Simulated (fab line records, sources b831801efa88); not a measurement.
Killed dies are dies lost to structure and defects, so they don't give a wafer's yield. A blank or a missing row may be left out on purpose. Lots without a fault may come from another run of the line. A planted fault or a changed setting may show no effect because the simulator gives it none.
Which tool did it? | flow gf180mcu | 13 lots, 39 wafers sampled, at 4 steps of a route of 602

WHAT THE GAUGES READ, wafer by wafer
GF_V5_BOW_MEAS_05. Usual: V5_BOW 131 um, standard deviation 8.5.
lot  | measured     | on            | V5_BOW (um) | flag
L122 | day 26 10:21 | film_metro-03 | 135 130 135 |
L124 | day 27 05:20 | film_metro-04 | 132 132 126 |
L125 | day 27 08:44 | film_metro-03 | 124 132 133 |
L126 | day 27 21:00 | film_metro-02 | 135 143 131 |
L128 | day 28 09:17 | film_metro-04 | 123 113 125 |
L129 | day 28 12:24 | film_metro-02 | 137 137 129 |
L131 | day 29 09:40 | film_metro-03 | 129 133 128 |
L132 | day 29 16:21 | film_metro-02 | 143 123 124 |
L133 | day 29 22:53 | film_metro-02 | 134 131 139 |
L137 | day 31 01:26 | film_metro-02 | 124 137 128 |
L142 | day 32 10:04 | film_metro-04 | 125 131 119 |
L143 | day 32 10:47 | film_metro-02 | 119 116 118 |
L145 | day 33 00:15 | film_metro-02 | 146 136 137 |

WHICH TOOL RAN EACH LOT (tool, then ch and the chambers of the sampled wafers, then the start)
lot  | GF_MIM_SPUTTER_02            | GF_MIM_SPUTTER_03            | GF_M5_ETCH_09
L122 | pvd_sputter-01, day 24 14:33 | pvd_sputter-01, day 24 14:35 | rie_diel-02 ch 1,2, day 26 09:02
L124 | pvd_sputter-03, day 25 09:06 | pvd_sputter-03, day 25 09:08 | rie_diel-03 ch 0,2, day 27 03:58
L125 | pvd_sputter-03, day 25 12:33 | pvd_sputter-03, day 25 12:35 | rie_diel-03 ch 0,3, day 27 07:23
L126 | pvd_sputter-04, day 26 02:30 | pvd_sputter-04, day 26 02:32 | rie_diel-02 ch 1,3, day 27 19:37
L128 | pvd_sputter-04, day 26 14:44 | pvd_sputter-04, day 26 14:46 | rie_diel-03 ch 0,2,3, day 28 07:50
L129 | pvd_sputter-01, day 26 17:23 | pvd_sputter-01, day 26 17:25 | rie_diel-03 ch 1,3, day 28 10:49
L131 | pvd_sputter-03, day 27 16:05 | pvd_sputter-03, day 27 16:07 | rie_diel-01 ch 0,3, day 29 08:22
L132 | pvd_sputter-04, day 27 23:56 | pvd_sputter-04, day 27 23:58 | rie_diel-01 ch 0,1,2, day 29 15:04
L133 | pvd_sputter-04, day 28 06:08 | pvd_sputter-04, day 28 06:10 | rie_diel-02 ch 1,3, day 29 21:35
L137 | pvd_sputter-04, day 29 10:32 | pvd_sputter-04, day 29 10:34 | rie_diel-02 ch 0,2,3, day 31 00:08
L142 | pvd_sputter-03, day 30 20:54 | pvd_sputter-03, day 30 20:56 | rie_diel-02 ch 1,3, day 32 08:46
L143 | pvd_sputter-04, day 30 22:35 | pvd_sputter-04, day 30 22:37 | rie_diel-03 ch 1,2,3, day 32 09:28
L145 | pvd_sputter-03, day 31 13:20 | pvd_sputter-03, day 31 13:22 | rie_diel-03 ch 0,1,2, day 32 22:46
- GF_MIM_SPUTTER_02: material AlCu, target thk 450 nm, time 23.9 s.
- GF_MIM_SPUTTER_03: material Ti, target thk 10 nm, time 6.7 s.
- GF_M5_ETCH_09: etches Si3N4 in CF4/O2, target depth 52 nm, time 11.6 s.

WHAT THE TOOLS THEMSELVES READ (means of the sampled wafers that have a number; where no wafer has one, the mark that the record gives instead)
GF_MIM_SPUTTER_02. Usual: throttle_valve_pct 29.7 %, standard deviation 0.62.
lot  | tool           | throttle_valve_pct (%) | flag
L122 | pvd_sputter-01 | 30.2                   |
L124 | pvd_sputter-03 | 29.9                   |
L125 | pvd_sputter-03 | 29.4                   |
L126 | pvd_sputter-04 | 29.4                   |
L128 | pvd_sputter-04 | 29.4                   |
L129 | pvd_sputter-01 | 28.9                   |
L131 | pvd_sputter-03 | 29.9                   |
L132 | pvd_sputter-04 | 29.4                   |
L133 | pvd_sputter-04 | 29.5                   |
L137 | pvd_sputter-04 | 29.8                   |
L142 | pvd_sputter-03 | 29.8                   |
L143 | pvd_sputter-04 | 29.6                   |
L145 | pvd_sputter-03 | 30.1                   |

GF_MIM_SPUTTER_03. Usual: throttle_valve_pct 29.7 %, standard deviation 0.62.
lot  | tool           | throttle_valve_pct (%) | flag
L122 | pvd_sputter-01 | 30.4                   |
L124 | pvd_sputter-03 | 29.8                   |
L125 | pvd_sputter-03 | 29.3                   |
L126 | pvd_sputter-04 | 29.4                   |
L128 | pvd_sputter-04 | 29.5                   |
L129 | pvd_sputter-01 | 29.0                   |
L131 | pvd_sputter-03 | 29.9                   |
L132 | pvd_sputter-04 | 29.3                   |
L133 | pvd_sputter-04 | 29.3                   |
L137 | pvd_sputter-04 | 29.7                   |
L142 | pvd_sputter-03 | 29.9                   |
L143 | pvd_sputter-04 | 29.7                   |
L145 | pvd_sputter-03 | 30.0                   |

GF_M5_ETCH_09. Usual: bias_w 150.0 W, standard deviation 0.4; drypump_motor_current_A 5.9 A, standard deviation 0.48; oes_product_au 1.000 a.u., standard deviation 0.0068; throttle_valve_pct 5.970 %, standard deviation 0.0082.
lot  | tool        | bias_w (W) | drypump_motor_current_A (A) | oes_product_au (a.u.) | throttle_valve_pct (%) | flag
L122 | rie_diel-02 | 150.0      | 6.0                         | 1.002                 | 5.965                  |
L124 | rie_diel-03 | 149.6      | 6.2                         | 1.005                 | 5.976                  |
L125 | rie_diel-03 | 150.0      | 6.5                         | 1.000                 | 5.969                  |
L126 | rie_diel-02 | 150.2      | 5.7                         | 0.999                 | 5.971                  |
L128 | rie_diel-03 | 149.9      | 6.0                         | 1.004                 | 5.976                  |
L129 | rie_diel-03 | 150.4      | 5.8                         | 0.995                 | 5.977                  |
L131 | rie_diel-01 | 150.0      | 5.9                         | 0.996                 | 5.969                  |
L132 | rie_diel-01 | 150.2      | 5.5                         | 1.005                 | 5.969                  |
L133 | rie_diel-02 | 149.8      | 5.7                         | 1.014                 | 5.972                  |
L137 | rie_diel-02 | 150.2      | 6.1                         | 1.002                 | 5.976                  |
L142 | rie_diel-02 | 149.8      | 5.8                         | 0.996                 | 5.964                  |
L143 | rie_diel-03 | 149.4      | 5.7                         | 0.992                 | 5.970                  |
L145 | rie_diel-03 | 150.0      | 5.9                         | 1.005                 | 5.978                  |

THE ANSWER, worked out from the rows above alone
Rule: a lot is off if the mean of its wafers that have a number lies more than 3 standard deviations from the usual mean. A lot without any number at a reading at which 4 lots or more have one is off too. The other lots that the step has rows for count as sound. The gauges are gone through in route order, then the tools' own readings, and for those a lot's mean is taken as printed above. The first step at which some lot is off is used, and at that step the reading that is off furthest; a lot without a number counts as furthest.
No lot is off at any reading shown: from this, nothing can be told.

WHAT THE SIMULATOR HAD PUT IN
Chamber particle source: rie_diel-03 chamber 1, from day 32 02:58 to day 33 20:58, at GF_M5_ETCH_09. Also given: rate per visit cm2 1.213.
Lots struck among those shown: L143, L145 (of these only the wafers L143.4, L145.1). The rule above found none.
